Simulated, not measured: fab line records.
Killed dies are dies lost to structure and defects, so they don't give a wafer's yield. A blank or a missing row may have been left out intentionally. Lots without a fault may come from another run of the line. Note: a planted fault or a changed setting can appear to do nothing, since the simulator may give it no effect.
fab line records    flow sky130
record lots=6  wafers=18  last_day=50
route steps=708 shown LDD_N@252 LDD_P@255 LDD_HVN@267 LDD_HVP@278 LDD_LDN@289 PAD_OPEN@708
lots untouched by any fault: they come from a run of this same line in which no faults occurred
start_h: start of the lot's first displayed wafer, in hours after the record's first day    wait_h: how many hours have passed since the lot's step before this one    " unchanged from the row above    L1.1+2: a row that stands for several wafers    - value missing, or start not given    * or withheld: withheld    < > ~ a bound
route shown NAME@n: names a module that has steps shown in the file, with the first one's number in the route    usual: mean/standard deviation of fault-free wafers    same: alike in all rows    chamber/n: place in a boat    sites: each site's reading    _std_site: standard deviation of those values    _edge_site: the outer-site mean with the inner-site mean subtracted    radius_mm: for every site, how far away it sits from the centre of the wafer    mask NAME#n: copy n    behind: the tool/chamber that last shaped the wafer    hold: what put the lot on hold/how long, in hours/how the hold closed    device: transistor that didn't switch, given as n, p or np    end of line: at the end of the route, the tests of the same wafers    where a step has no rows: the recipe by itself    killed: count of dies lost to structure and defects at first sort (not the wafer's yield)    map: per-die view of a wafer (x killed, . not killed, _ where there is no die)
set.NAME: the run value of the setting; set.NAME@STEP: its run value at that earlier step    model.NAME: the simulator's own value behind a step, which no gauge read
lots seen at some steps along the route; tables by step, rows by wafer
services: the hour from which a tool's chamber was out of use, counted from the record's first day as start_h (under 0 if before that day), plus the number of hours and why
## steps
# step SKY_LDD_N_IMPLANT_15
# recipe species=BF2  energy_kev=50  dose_cm2=5e+12  tilt_deg=30  rotation_deg=270
# step SKY_LDD_N_STRIP_16
# recipe chemistry=O2/N2  power_w=1400  pressure_mtorr=1500  platen_temp_c=withheld  o2_flow_sccm=3000  n2_flow_sccm=300  overash_fraction=0.5
# usual drypump_motor_current_A=6.1/0.49  oes_product_au=0.407/0.0043  strip_time_to_endpoint_s=4.315/0.013
lot.wafer  tool             chamber  start_h  wait_h  drypump_motor_current_A  oes_product_au  rf_hours_counter_h  strip_time_to_endpoint_s
L277.1     plasma_asher-04  1        431.64   0.1     6.0                      0.404           62                  4.321
L277.5     "                1        "        "       6.0                      0.413           -                   4.333
L277.6     "                0        "        "       6.5                      0.413           -                   4.308
L280.1     plasma_asher-02  1        458.76   0.1     6.6                      0.405           34                  4.316
L280.3     "                1        "        "       6.6                      0.405           -                   4.302
L280.4     "                0        "        "       5.1                      0.408           -                   4.290
L281.1     plasma_asher-04  1        468.18   0.1     6.0                      0.409           66                  4.325
L281.2     "                0        "        "       6.6                      0.404           66                  4.315
L281.5     "                0        "        "       6.5                      0.402           -                   4.326
L284.2     plasma_asher-02  1        512.93   0.1     6.6                      0.411           40                  4.324
L284.3     "                0        "        "       5.1                      0.405           -                   4.315
L284.5     "                0        "        "       5.1                      0.402           -                   4.295
L293.1     plasma_asher-03  0        577.05   0.1     6.0                      0.404           90                  4.319
L293.2     "                1        "        "       5.7                      0.406           90                  4.325
L293.6     "                0        "        "       6.0                      0.403           -                   4.312
L297.1     plasma_asher-04  1        603.13   0.1     6.0                      0.404           79                  4.314
L297.4     "                0        "        "       6.5                      0.406           -                   4.319
L297.6     "                0        "        "       6.5                      0.417           -                   4.316
# step SKY_LDD_N_TW_MEAS_17
# usual LDD_N_TW=2588/13
lot.wafer  tool           chamber  start_h  wait_h  LDD_N_TW
L277.1     film_metro-02  -        431.74   0.1     2578
L277.5     "              -        "        "       2569
L277.6     "              -        "        "       2589
L280.1     film_metro-02  -        458.86   0.1     2598
L280.3     "              -        "        "       2589
L280.4     "              -        "        "       2575
L281.1     film_metro-02  -        468.28   0.1     2594
L281.2     "              -        "        "       2587
L281.5     "              -        "        "       2603
L284.2     film_metro-02  -        513.04   0.1     2614
L284.3     "              -        "        "       2612
L284.5     "              -        "        "       2615
L293.1     film_metro-01  -        577.15   0.1     2579
L293.2     "              -        "        "       2579
L293.6     "              -        "        "       2585
L297.1     film_metro-03  -        603.23   0.1     2578
L297.4     "              -        "        "       2583
L297.6     "              -        "        "       2592
# step SKY_LDD_P_DEHYDRATE_00
# recipe temp_c=200  time_s=60
# step SKY_LDD_P_HMDS_01
# recipe prime_time_s=60  prime_temp_c=120
# step SKY_LDD_P_COAT_02
# recipe resist=NOVOLAK  spin_rpm=3000  resist_thk_nm=1140
# step SKY_LDD_P_SOFTBAKE_03
# recipe temp_c=90  time_s=60  resist=NOVOLAK
# step SKY_LDD_P_EXPOSE_04
# recipe mask_id=PSDM  na=0.6  source_shape=conventional  sigma_outer=0.6  polarization=unpolarized  target_cd_nm=380  dose_mj=138
# step SKY_LDD_P_PEB_05
# recipe temp_c=withheld  time_s=*  resist=NOVOLAK
# step SKY_LDD_P_DEVELOP_06
# recipe resist=NOVOLAK  developer=TMAH  develop_time_s=60  dev_temp_c=23
# step SKY_LDD_P_CD_MEAS_07
# recipe target_cd_nm=380
# usual cd_nm=380.3/2.8
lot.wafer  tool       chamber  start_h  wait_h  cd_nm
L277.1     cd_sem-01  -        462.70   0.1     380.8
L277.5     "          -        "        "       384.5
L277.6     "          -        "        "       383.2
L280.1     cd_sem-02  -        490.13   0.1     377.9
L280.3     "          -        "        "       383.9
L280.4     "          -        "        "       381.1
L281.1     cd_sem-01  -        499.92   0.1     376.3
L281.2     "          -        "        "       376.2
L281.5     "          -        "        "       377.6
L284.2     cd_sem-02  -        544.32   0.1     375.3
L284.3     "          -        "        "       374.3
L284.5     "          -        "        "       374.3
L293.1     cd_sem-01  -        606.83   0.1     382.2
L293.2     "          -        "        "       382.7
L293.6     "          -        "        "       383.6
L297.1     cd_sem-01  -        632.00   0.1     377.8
L297.4     "          -        "        "       378.1
L297.6     "          -        "        "       377.2
# step SKY_LDD_P_OVL_MEAS_08
# usual LDD_P_OVL=-0.9/1.6
lot.wafer  tool        chamber  start_h  wait_h  LDD_P_OVL[nm]
L277.1     overlay-01  -        462.82   0.1     -1.2
L277.5     "           -        "        "       -1.4
L277.6     "           -        "        "       -1.5
L280.1     overlay-01  -        490.25   0.1     -2.3
L280.3     "           -        "        "       -2.3
L280.4     "           -        "        "       0.2
L281.1     overlay-02  -        500.04   0.1     0.4
L281.2     "           -        "        "       -2.0
L281.5     "           -        "        "       -0.2
L284.2     overlay-01  -        544.42   0.1     0.9
L284.3     "           -        "        "       -2.7
L284.5     "           -        "        "       -1.3
L293.1     overlay-02  -        606.95   0.1     0.0
L293.2     "           -        "        "       0.6
L293.6     "           -        "        "       -0.4
L297.1     overlay-01  -        632.12   0.1     -0.6
L297.4     "           -        "        "       -2.1
L297.6     "           -        "        "       0.6
# step SKY_LDD_P_IMPLANT_09
# recipe species=BF2  energy_kev=25  dose_cm2=1e+13  tilt_deg=withheld
lot.wafer   tool          chamber  start_h  wait_h
L277.1+5+6  implanter-03  0        462.85   0.0
L280.1+3+4  implanter-01  0        490.28   0.0
L281.1+2+5  implanter-01  0        500.08   0.0
L284.2+3+5  implanter-03  0        544.48   0.0
L293.1+2+6  implanter-03  0        606.98   0.0
L297.1+4+6  implanter-03  0        632.15   0.0
# step SKY_LDD_P_STRIP_10
# recipe chemistry=O2/N2  power_w=1400  pressure_mtorr=1500  platen_temp_c=withheld  o2_flow_sccm=3000  n2_flow_sccm=300  overash_fraction=0.5
# usual drypump_motor_current_A=6.1/0.32  oes_product_au=0.716/0.0041  strip_time_to_endpoint_s=14.19/0.035
lot.wafer  tool             chamber  start_h  wait_h  drypump_motor_current_A  oes_product_au  rf_hours_counter_h  strip_time_to_endpoint_s
L277.1     plasma_asher-01  0        463.00   0.1     6.5                      0.719           3                   14.23
L277.5     "                0        "        "       6.5                      0.715           -                   14.23
L277.6     "                1        "        "       5.7                      0.716           -                   14.18
L280.1     plasma_asher-04  0        490.43   0.1     6.5                      0.713           68                  14.21
L280.3     "                0        "        "       6.5                      0.720           -                   14.19
L280.4     "                1        "        "       6.0                      0.709           -                   14.16
L281.1     plasma_asher-03  0        500.23   0.1     6.1                      0.722           82                  14.13
L281.2     "                1        "        "       5.8                      0.710           82                  14.20
L281.5     "                1        "        "       5.7                      0.716           -                   14.12
L284.2     plasma_asher-01  1        544.60   0.1     5.7                      0.711           11                  14.18
L284.3     "                1        "        "       5.7                      0.715           -                   14.24
L284.5     "                0        "        "       6.5                      0.713           -                   14.21
L293.1     plasma_asher-04  1        607.13   0.1     6.0                      0.716           80                  14.18
L293.2     "                0        "        "       6.5                      0.715           80                  14.19
L293.6     "                1        "        "       6.0                      0.716           -                   14.16
L297.1     plasma_asher-01  0        632.30   0.1     6.5                      0.703           20                  14.16
L297.4     "                0        "        "       6.5                      0.712           -                   14.15
L297.6     "                0        "        "       6.5                      0.717           -                   14.11
# step SKY_LDD_P_TW_MEAS_11
# usual LDD_P_TW=637/3.5
lot.wafer  tool           chamber  start_h  wait_h  LDD_P_TW
L277.1     film_metro-01  -        463.10   0.1     637
L277.5     "              -        "        "       637
L277.6     "              -        "        "       639
L280.1     film_metro-04  -        490.53   0.1     637
L280.3     "              -        "        "       641
L280.4     "              -        "        "       634
L281.1     film_metro-04  -        500.33   0.1     638
L281.2     "              -        "        "       641
L281.5     "              -        "        "       644
L284.2     film_metro-03  -        544.71   0.1     636
L284.3     "              -        "        "       634
L284.5     "              -        "        "       636
L293.1     film_metro-04  -        607.29   0.1     634
L293.2     "              -        "        "       637
L293.6     "              -        "        "       631
L297.1     film_metro-04  -        632.40   0.1     637
L297.4     "              -        "        "       635
L297.6     "              -        "        "       637
# step SKY_LDD_HVN_DEHYDRATE_00
# recipe temp_c=200  time_s=60
# step SKY_LDD_HVN_HMDS_01
# recipe prime_time_s=60  prime_temp_c=120
# step SKY_LDD_HVN_COAT_02
# recipe resist=NOVOLAK  spin_rpm=3000  resist_thk_nm=300
# step SKY_LDD_HVN_SOFTBAKE_03
# recipe temp_c=90  time_s=60  resist=NOVOLAK
# step SKY_LDD_HVN_EXPOSE_04
# recipe mask_id=HVNTM  na=0.6  source_shape=conventional  sigma_outer=0.6  polarization=unpolarized  target_cd_nm=700  dose_mj=127
# step SKY_LDD_HVN_PEB_05
# recipe temp_c=withheld  time_s=*  resist=NOVOLAK
# step SKY_LDD_HVN_DEVELOP_06
# recipe resist=NOVOLAK  developer=TMAH  develop_time_s=60  dev_temp_c=23
# step SKY_LDD_HVN_OVL_MEAS_07
# usual LDD_HVN_OVL=0.7/1.1
lot.wafer  tool        chamber  start_h  wait_h  LDD_HVN_OVL[nm]
L277.1     overlay-02  -        494.65   0.1     3.1
L277.5     "           -        "        "       2.1
L277.6     "           -        "        "       2.6
L280.1     overlay-01  -        520.80   0.1     1.5
L280.3     "           -        "        "       1.7
L280.4     "           -        "        "       0.1
L281.1     overlay-01  -        531.35   0.1     0.8
L281.2     "           -        "        "       0.0
L281.5     "           -        "        "       -0.5
L284.2     overlay-02  -        574.95   0.1     2.4
L284.3     "           -        "        "       1.1
L284.5     "           -        "        "       1.7
L293.1     overlay-02  -        636.87   0.1     1.9
L293.2     "           -        "        "       0.8
L293.6     "           -        "        "       0.7
L297.1     overlay-01  -        661.15   0.1     0.9
L297.4     "           -        "        "       1.1
L297.6     "           -        "        "       1.3
# step SKY_LDD_HVN_IMPLANT_08
# recipe species=P  energy_kev=60  dose_cm2=3e+13  tilt_deg=40
# step SKY_LDD_HVN_STRIP_09
# recipe chemistry=O2/N2  power_w=1400  pressure_mtorr=1500  platen_temp_c=withheld  o2_flow_sccm=3000  n2_flow_sccm=300  overash_fraction=0.5
# usual drypump_motor_current_A=6.0/0.56  oes_product_au=0.408/0.004  strip_time_to_endpoint_s=4.136/0.015
lot.wafer  tool             chamber  start_h  wait_h  drypump_motor_current_A  oes_product_au  rf_hours_counter_h  strip_time_to_endpoint_s
L277.1     plasma_asher-04  0        494.83   0.1     6.5                      0.414           69                  4.142
L277.5     "                0        "        "       6.5                      0.408           -                   4.137
L277.6     "                1        "        "       6.0                      0.414           -                   4.151
L280.1     plasma_asher-02  0        520.98   0.1     5.1                      0.403           41                  4.123
L280.3     "                1        "        "       6.6                      0.411           -                   4.141
L280.4     "                0        "        "       5.1                      0.412           -                   4.127
L281.1     plasma_asher-01  0        531.53   0.1     6.4                      0.403           10                  4.119
L281.2     "                1        "        "       5.7                      0.406           10                  4.118
L281.5     "                1        "        "       5.7                      0.404           -                   4.129
L284.2     plasma_asher-02  1        575.13   0.1     6.6                      0.403           46                  4.137
L284.3     "                0        "        "       5.1                      0.410           -                   4.153
L284.5     "                1        "        "       6.6                      0.405           -                   4.148
L293.1     plasma_asher-01  1        637.06   0.1     5.7                      0.407           21                  4.107
L293.2     "                0        "        "       6.5                      0.409           21                  4.117
L293.6     "                1        "        "       5.7                      0.407           -                   4.122
L297.1     plasma_asher-04  0        661.33   0.1     6.5                      0.406           86                  4.115
L297.4     "                0        "        "       6.5                      0.405           -                   4.126
L297.6     "                0        "        "       6.5                      0.406           -                   4.115
# step SKY_LDD_HVN_TW_MEAS_10
# usual LDD_HVN_TW=1443/6.8
lot.wafer  tool           chamber  start_h  wait_h  LDD_HVN_TW
L277.1     film_metro-02  -        494.93   0.1     1444
L277.5     "              -        "        "       1446
L277.6     "              -        "        "       1438
L280.1     film_metro-02  -        521.08   0.1     1448
L280.3     "              -        "        "       1449
L280.4     "              -        "        "       1451
L281.1     film_metro-02  -        531.63   0.1     1444
L281.2     "              -        "        "       1451
L281.5     "              -        "        "       1449
L284.2     film_metro-01  -        575.24   0.1     1433
L284.3     "              -        "        "       1431
L284.5     "              -        "        "       1434
L293.1     film_metro-01  -        637.16   0.1     1430
L293.2     "              -        "        "       1441
L293.6     "              -        "        "       1430
L297.1     film_metro-02  -        661.43   0.1     1448
L297.4     "              -        "        "       1455
L297.6     "              -        "        "       1446
# step SKY_LDD_HVP_DEHYDRATE_00
# recipe temp_c=200  time_s=60
# step SKY_LDD_HVP_HMDS_01
# recipe prime_time_s=60  prime_temp_c=120
# step SKY_LDD_HVP_COAT_02
# recipe resist=NOVOLAK  spin_rpm=3000  resist_thk_nm=300
# step SKY_LDD_HVP_SOFTBAKE_03
# recipe temp_c=90  time_s=60  resist=NOVOLAK
# step SKY_LDD_HVP_EXPOSE_04
# recipe mask_id=HVPTM  na=0.6  source_shape=conventional  sigma_outer=0.6  polarization=unpolarized  target_cd_nm=700  dose_mj=86
# step SKY_LDD_HVP_PEB_05
# recipe temp_c=withheld  time_s=*  resist=NOVOLAK
# step SKY_LDD_HVP_DEVELOP_06
# recipe resist=NOVOLAK  developer=TMAH  develop_time_s=60  dev_temp_c=23
# step SKY_LDD_HVP_OVL_MEAS_07
# usual LDD_HVP_OVL=-0.1/1.4
lot.wafer  tool        chamber  start_h  wait_h  LDD_HVP_OVL[nm]
L277.1     overlay-02  -        526.17   0.1     0.7
L277.5     "           -        "        "       0.9
L277.6     "           -        "        "       4.5
L280.1     overlay-02  -        551.10   0.1     1.9
L280.3     "           -        "        "       1.7
L280.4     "           -        "        "       0.2
L281.1     overlay-02  -        561.78   0.1     -0.4
L281.2     "           -        "        "       -1.7
L281.5     "           -        "        "       0.1
L284.2     overlay-02  -        605.20   0.1     2.0
L284.3     "           -        "        "       -0.5
L284.5     "           -        "        "       1.3
L293.1     overlay-01  -        666.12   0.1     -2.4
L293.2     "           -        "        "       -1.0
L293.6     "           -        "        "       -0.9
L297.1     overlay-01  -        690.05   0.1     -0.4
L297.4     "           -        "        "       0.3
L297.6     "           -        "        "       0.3
# step SKY_LDD_HVP_IMPLANT_08
# recipe species=B  energy_kev=20  dose_cm2=1.7e+13  tilt_deg=17.9
# step SKY_LDD_HVP_STRIP_09
# recipe chemistry=O2/N2  power_w=1400  pressure_mtorr=1500  platen_temp_c=withheld  o2_flow_sccm=3000  n2_flow_sccm=300  overash_fraction=0.5
# usual drypump_motor_current_A=6.0/0.55  oes_product_au=0.408/0.004  strip_time_to_endpoint_s=4.135/0.015
lot.wafer  tool             chamber  start_h  wait_h  drypump_motor_current_A  oes_product_au  rf_hours_counter_h  strip_time_to_endpoint_s
L277.1     plasma_asher-02  1        526.36   0.1     6.6                      0.411           41                  4.123
L277.5     "                0        "        "       5.1                      0.401           -                   4.124
L277.6     "                1        "        "       6.6                      0.407           -                   4.131
L280.1     plasma_asher-02  1        551.28   0.1     6.6                      0.411           44                  4.160
L280.3     "                1        "        "       6.6                      0.407           -                   4.111
L280.4     "                0        "        "       5.1                      0.407           -                   4.133
L281.1     plasma_asher-01  0        561.96   0.1     6.4                      0.402           12                  4.147
L281.2     "                1        "        "       5.7                      0.407           12                  4.129
L281.5     "                1        "        "       5.7                      0.408           -                   4.143
L284.2     plasma_asher-02  0        605.38   0.1     5.1                      0.407           49                  4.134
L284.3     "                0        "        "       5.1                      0.407           -                   4.130
L284.5     "                0        "        "       5.1                      0.408           -                   4.130
L293.1     plasma_asher-02  1        666.31   0.1     6.6                      0.408           56                  4.124
L293.2     "                0        "        "       5.1                      0.410           56                  4.136
L293.6     "                1        "        "       6.5                      0.407           -                   4.118
L297.1     plasma_asher-02  0        690.23   0.1     5.1                      0.407           59                  4.153
L297.4     "                0        "        "       5.1                      0.404           -                   4.125
L297.6     "                1        "        "       6.6                      0.409           -                   4.145
# step SKY_LDD_HVP_TW_MEAS_10
# usual LDD_HVP_TW=457.5/2.3
lot.wafer  tool           chamber  start_h  wait_h  LDD_HVP_TW
L277.1     film_metro-04  -        526.46   0.1     457.0
L277.5     "              -        "        "       458.1
L277.6     "              -        "        "       457.4
L280.1     film_metro-02  -        551.38   0.1     459.3
L280.3     "              -        "        "       458.6
L280.4     "              -        "        "       459.3
L281.1     film_metro-03  -        562.06   0.1     453.9
L281.2     "              -        "        "       455.4
L281.5     "              -        "        "       452.5
L284.2     film_metro-02  -        605.55   0.1     454.8
L284.3     "              -        "        "       455.7
L284.5     "              -        "        "       457.5
L293.1     film_metro-04  -        666.41   0.1     458.5
L293.2     "              -        "        "       459.0
L293.6     "              -        "        "       455.6
L297.1     film_metro-03  -        690.33   0.1     453.9
L297.4     "              -        "        "       452.8
L297.6     "              -        "        "       452.6
# step SKY_LDD_LDN_DEHYDRATE_00
# recipe temp_c=200  time_s=60
# step SKY_LDD_LDN_HMDS_01
# recipe prime_time_s=60  prime_temp_c=120
# step SKY_LDD_LDN_COAT_02
# recipe resist=NOVOLAK  spin_rpm=3000  resist_thk_nm=1140
# step SKY_LDD_LDN_SOFTBAKE_03
# recipe temp_c=90  time_s=60  resist=NOVOLAK
# step SKY_LDD_LDN_EXPOSE_04
# recipe mask_id=LDNTM  na=0.6  source_shape=conventional  sigma_outer=0.6  polarization=unpolarized  target_cd_nm=700  dose_mj=140
# step SKY_PAD_OPEN_PROBE_99
# usual killed_at_M0_to_M3=43/7.3  killed_at_M4_up=3.2/1.9  killed_at_contacts=25/5.4  killed_at_front_end=16/4.4  killed_at_other=0.4/0.66  killed_dies=87/11  killed_open=48/7.9  killed_short=39/6.5
# same gross_dies=492  killed_at_back_side=0
lot.wafer  tool       chamber  start_h  wait_h  killed_at_M0_to_M3  killed_at_M4_up  killed_at_contacts  killed_at_front_end  killed_at_other  killed_dies  killed_open  killed_short  model.etest.tip_p.rs_ohm_sq_range  model.etest.pfet_01v8.drive_ua_um_range  model.etest.pfet_01v8.vt_v_range
L277.1     prober-02  -        1102.78  0.1     41                  4                26                  13                   1                85           49           36            184.8                              7.547                                    0.01318
L277.5     prober-02  -        1102.98  0.2     47                  3                21                  20                   0                91           52           39            183.9                              6.272                                    0.01169
L277.6     prober-02  -        1103.03  0.2     46                  3                16                  18                   1                84           47           37            137.4                              5.886                                    0.009739
L280.1     prober-02  -        1118.87  0.1     35                  4                37                  11                   1                88           40           48            210.3                              8.838                                    0.0129
L280.3     prober-02  -        1118.97  0.2     36                  1                28                  16                   0                81           45           36            183.6                              7.672                                    0.01637
L280.4     prober-02  -        1119.02  0.2     46                  1                30                  20                   0                97           52           45            187                                11.83                                    0.01318
L281.1     prober-02  -        1129.66  0.1     42                  5                33                  16                   0                96           62           34            102.7                              6.959                                    0.01094
L281.2     prober-02  -        1129.71  0.1     48                  2                28                  12                   0                90           55           35            211.3                              5.887                                    0.01115
L281.5     prober-02  -        1129.86  0.2     39                  5                32                  17                   0                93           44           49            82.03                              10.76                                    0.01229
L284.2     prober-01  -        1156.27  0.1     47                  3                23                  13                   0                86           53           33            209                                5.879                                    0.009783
L284.3     prober-01  -        1156.32  0.2     54                  3                23                  13                   1                94           49           45            185                                5.35                                     0.009209
L284.5     prober-01  -        1156.42  0.2     40                  2                22                  12                   0                76           41           35            231.3                              4.644                                    0.01314
L293.1     prober-01  -        1195.55  0.1     46                  1                25                  12                   0                84           50           34            1745                               8.464                                    0.02457
L293.2     prober-01  -        1195.60  0.1     42                  0                19                  8                    0                69           41           28            1610                               8.878                                    0.02078
L293.6     prober-01  -        1195.80  0.2     43                  7                15                  14                   1                80           42           37            1529                               7.659                                    0.02362
L297.1     prober-02  -        1206.45  0.1     37                  5                35                  26                   0                103          51           52            1560                               12.11                                    0.03439
L297.4     prober-02  -        1206.60  0.2     49                  2                26                  10                   0                87           49           38            1518                               10.89                                    0.03574
L297.6     prober-02  -        1206.70  0.2     29                  1                29                  19                   0                78           48           30            1655                               13.6                                     0.02987
# killed by level:class
L277.1 LI_CONTACT:geometric_particle:open=11 VIA1:geometric_particle:open=8 METAL2:geometric_particle:short=6 VIA2:geometric_particle:open=6 VIA3:geometric_particle:open=6 LOCAL_INTERCONNECT:geometric_particle:short=5 CONTACT:geometric_particle:open=5 FIELD_ISO:geometric_particle:short=4
L277.5 POLY_GATE:geometric_particle:open=10 CONTACT:geometric_particle:open=8 LOCAL_INTERCONNECT:geometric_particle:short=7 VIA1:geometric_particle:open=7 METAL2:geometric_particle:short=7 VIA2:geometric_particle:open=7 VIA3:geometric_particle:open=7 LI_CONTACT:geometric_particle:open=4
L277.6 VIA2:geometric_particle:open=11 VIA3:geometric_particle:open=9 FIELD_ISO:geometric_particle:open=6 FIELD_ISO:geometric_particle:short=5 METAL2:geometric_particle:short=5 CONTACT:geometric_particle:open=5 VIA1:geometric_particle:open=5 CONTACT:geometric_particle:short=4
L280.1 CONTACT:geometric_particle:open=11 LI_CONTACT:geometric_particle:open=8 LOCAL_INTERCONNECT:geometric_particle:short=8 CONTACT:geometric_particle:short=8 METAL2:geometric_particle:short=6 POLY_GATE:geometric_particle:short=5 VIA1:geometric_particle:open=5 VIA2:geometric_particle:open=5
L280.3 CONTACT:geometric_particle:open=10 VIA1:geometric_particle:open=9 FIELD_ISO:geometric_particle:open=7 LI_CONTACT:geometric_particle:open=7 LOCAL_INTERCONNECT:geometric_particle:short=7 METAL1:geometric_particle:short=6 VIA1:geometric_particle:short=5 FIELD_ISO:geometric_particle:short=4
L280.4 VIA1:geometric_particle:open=10 CONTACT:geometric_particle:open=9 METAL1:geometric_particle:short=7 FIELD_ISO:geometric_particle:open=6 LOCAL_INTERCONNECT:geometric_particle:short=6 VIA3:geometric_particle:open=6 VIA1:geometric_particle:short=6 VIA2:geometric_particle:open=6
L281.1 CONTACT:geometric_particle:open=20 VIA1:geometric_particle:open=12 VIA2:geometric_particle:open=9 LI_CONTACT:geometric_particle:open=7 METAL1:geometric_particle:short=6 FIELD_ISO:geometric_particle:open=5 FIELD_ISO:geometric_particle:short=4 METAL4:geometric_particle:short=4
L281.2 VIA1:geometric_particle:open=18 LI_CONTACT:geometric_particle:open=12 CONTACT:geometric_particle:short=7 CONTACT:geometric_particle:open=7 METAL1:geometric_particle:short=5 METAL2:geometric_particle:short=5 VIA1:geometric_particle:short=4 METAL2:geometric_particle:open=4
L281.5 CONTACT:geometric_particle:open=11 LI_CONTACT:geometric_particle:open=9 VIA1:geometric_particle:short=9 VIA1:geometric_particle:open=8 METAL2:geometric_particle:short=7 FIELD_ISO:geometric_particle:short=6 CONTACT:geometric_particle:short=6 FIELD_ISO:geometric_particle:open=4
L284.2 VIA1:geometric_particle:open=12 CONTACT:geometric_particle:open=9 VIA2:geometric_particle:open=8 VIA3:geometric_particle:open=7 LI_CONTACT:geometric_particle:open=5 CONTACT:geometric_particle:short=5 FIELD_ISO:geometric_particle:open=4 FIELD_ISO:geometric_particle:short=4
L284.3 CONTACT:geometric_particle:open=11 VIA1:geometric_particle:open=10 METAL1:geometric_particle:short=7 VIA1:geometric_particle:short=7 VIA3:geometric_particle:open=7 VIA2:geometric_particle:open=6 METAL3:geometric_particle:short=5 FIELD_ISO:geometric_particle:open=4
L284.5 VIA3:geometric_particle:open=8 CONTACT:geometric_particle:open=8 METAL2:geometric_particle:short=8 VIA1:geometric_particle:open=7 LI_CONTACT:geometric_particle:open=7 VIA2:geometric_particle:open=7 FIELD_ISO:geometric_particle:short=4 LI_CONTACT:geometric_particle:short=4
L293.1 CONTACT:geometric_particle:open=11 METAL1:geometric_particle:short=9 VIA1:geometric_particle:open=9 VIA2:geometric_particle:open=7 VIA3:geometric_particle:open=7 LI_CONTACT:geometric_particle:open=5 METAL2:geometric_particle:short=5 VIA1:geometric_particle:short=4
L293.2 METAL1:geometric_particle:short=10 CONTACT:geometric_particle:open=9 VIA3:geometric_particle:open=9 FIELD_ISO:geometric_particle:open=6 VIA1:geometric_particle:open=6 LI_CONTACT:geometric_particle:open=4 METAL2:geometric_particle:short=4 VIA1:geometric_particle:short=3
L293.6 VIA3:geometric_particle:open=9 METAL1:geometric_particle:short=7 VIA1:geometric_particle:open=7 METAL4:geometric_particle:short=7 LI_CONTACT:geometric_particle:open=6 CONTACT:geometric_particle:open=6 VIA2:geometric_particle:open=6 FIELD_ISO:geometric_particle:open=4
L297.1 CONTACT:geometric_particle:open=14 FIELD_ISO:geometric_particle:open=9 VIA1:geometric_particle:short=8 POLY_GATE:geometric_particle:open=7 LOCAL_INTERCONNECT:geometric_particle:short=6 CONTACT:geometric_particle:short=6 VIA1:geometric_particle:open=6 POLY_GATE:geometric_particle:short=5
L297.4 VIA1:geometric_particle:open=10 CONTACT:geometric_particle:open=9 VIA2:geometric_particle:open=7 VIA1:geometric_particle:short=6 VIA3:geometric_particle:open=6 LI_CONTACT:geometric_particle:short=5 CONTACT:geometric_particle:short=5 VIA3:geometric_particle:short=5
L297.6 CONTACT:geometric_particle:open=14 LI_CONTACT:geometric_particle:open=8 FIELD_ISO:geometric_particle:open=6 VIA3:geometric_particle:open=5 VIA1:geometric_particle:open=4 METAL2:geometric_particle:short=4 FIELD_ISO:geometric_particle:short=3 POLY_GATE:geometric_particle:short=3
## services
tool             chamber  start_h  hours  kind
plasma_asher-01  -        421.25   9.0    pm
plasma_asher-01  0        421.25   9.0    vent_cycle
plasma_asher-01  1        421.25   9.0    vent_cycle
implanter-01     -        421.82   1.1    repair
plasma_asher-01  0        430.25   -      clean
plasma_asher-01  1        430.25   -      clean
implanter-01     -        436.08   1.8    repair
plasma_asher-04  -        462.81   2.6    repair
plasma_asher-01  -        487.41   1.3    repair
plasma_asher-01  -        541.57   2.7    repair
implanter-01     -        543.65   1.1    repair
implanter-03     -        560.62   6.5    pm
implanter-01     -        606.50   1.1    repair
plasma_asher-03  -        608.44   34.0   repair
plasma_asher-03  -        634.64   11.4   repair
implanter-01     -        645.25   0.5    repair
implanter-03     -        646.78   9.7    pm
implanter-03     -        676.19   3.4    repair
## key
first_sign none at tools or gauges
model_effect step=SKY_PAD_OPEN_PROBE_99  value=etest.tip_p.rs_ohm_sq_range  without=210.9  struck=1603
met_at SKY_LDD_P_IMPLANT_09
struck_wafers L293.1,L293.2,L293.6,L297.1,L297.4,L297.6
tester_left_out L293,L297
onset_between 544.48 606.98
also_fits time
fault kind=process_parameter_drift  tool=implanter-03  chamber=-  onset_h=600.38  steps=SKY_LDD_P_IMPLANT_09  channel=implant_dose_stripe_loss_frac  offset=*  shape=step  end_h=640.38
# tester_left_out: of these lots the tester's yield and bins aren't shown, on N5 and GAA mostly nor the transistor test; their killed dies are dies lost to structure and defects alone, not to doping, threshold or leakage, so they don't give the yield
